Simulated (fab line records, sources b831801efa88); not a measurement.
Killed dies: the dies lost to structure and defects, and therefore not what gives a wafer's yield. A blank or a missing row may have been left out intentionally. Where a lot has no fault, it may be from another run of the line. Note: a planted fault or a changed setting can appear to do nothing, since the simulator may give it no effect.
A lot that was struck, set against a sound lot	flow gf180mcu	14 steps out of a route of 602
Sound: these wafers, L296.2, L296.4, L296.6. Struck: wafers L302.1, L302.2, L302.4. The cause is named last.
Each step with rows lists, per side, the tool, then ch with its chambers, then its first start. Under that, the readings that differ: sound wafers	struck wafers	difference of the means	sigmas: that difference in standard deviations of wafers without a fault.
alike: same words and numbers on both sides, and readings whose means sit less than 2 such deviations apart. not compared: any withheld reading, any reading some wafer has no value for, any bound like >300 that may hide the same value, and any number with overlapping values for which the record gives no deviation.
Wherever a step has rows on one side only, a row that says differs or no value, or a row with sigmas, the two part there. When numbers do not overlap yet have no deviation, they are printed without sigmas and do not part them. A reading that every wafer of one side lacks parts them only if that side has two wafers or more.

first, 3 steps without rows for these wafers: GF_HV_LDD_EXPOSE_04 (exposes mask Nplus LV AREA, target cd 400 nm); GF_HV_LDD_PEB_05; GF_HV_LDD_DEVELOP_06 (develop time 62.09 s).
GF_HV_LDD_CD_MEAS_07: target cd 400 nm.
  sound: cd sem-02 at day 12 16:20; struck: cd sem-01 at day 14 11:52
  alike: cd nm
GF_HV_LDD_OVL_MEAS_08:
  sound: overlay-02 at day 12 16:27; struck: overlay-02 at day 14 11:59
  alike: HV_LDD_OVL
after that, 1 step had no rows for these wafers: GF_HV_LDD_IMPLANT_09.
GF_HV_LDD_STRIP_10: strips in O2/N2.
  sound on plasma asher-03 ch 0,1, day 12 16:38; struck on plasma asher-01 ch 0,1, day 14 12:10
  alike: drypump motor current A, heater power w, o2 flow sccm, oes product au, platen temp c, strip time to endpoint s
  not compared: rf hours counter h
GF_HV_LDD_TW_MEAS_11:
  sound: film metro-04 at day 12 16:44; struck: film metro-01 at day 14 12:16
  alike: HV_LDD_TW
then, 4 steps without rows for these wafers: GF_HV_LDD_DEHYDRATE_12 (time 60 s); GF_HV_LDD_HMDS_13 (prime time 60 s); GF_HV_LDD_COAT_14 (resist thk 1000 nm); GF_HV_LDD_SOFTBAKE_15 (time 60 s).
GF_HV_LDD_EXPOSE_16: exposes mask Pplus LV AREA, target cd 400 nm.
  sound on iline stepper-01 ch 0, day 13 02:53; struck on iline stepper-01, day 14 23:08
  no value came back on the struck wafers for exposure dose mJ cm2, focus offset nm (nm); on the sound wafers exposure dose mJ cm2 reads 139.95 139.94 140.08
reading	sound	struck	difference	sigmas
model.HV_LDD.overlay x nm (nm)	-0.1973 -0.1973 -0.1973	-0.2327 -0.2327 -0.2327	-0.0354	
model.HV_LDD.overlay y nm (nm)	0.3249 0.3249 0.3249	0.6879 0.6879 0.6879	+0.3630	
  alike: mask
after that, 1 step had no rows for these wafers: GF_HV_LDD_PEB_17.

## WHERE THEY PART
GF_HV_LDD_EXPOSE_16 only, going by this record.

WHY: the cause the simulator had injected
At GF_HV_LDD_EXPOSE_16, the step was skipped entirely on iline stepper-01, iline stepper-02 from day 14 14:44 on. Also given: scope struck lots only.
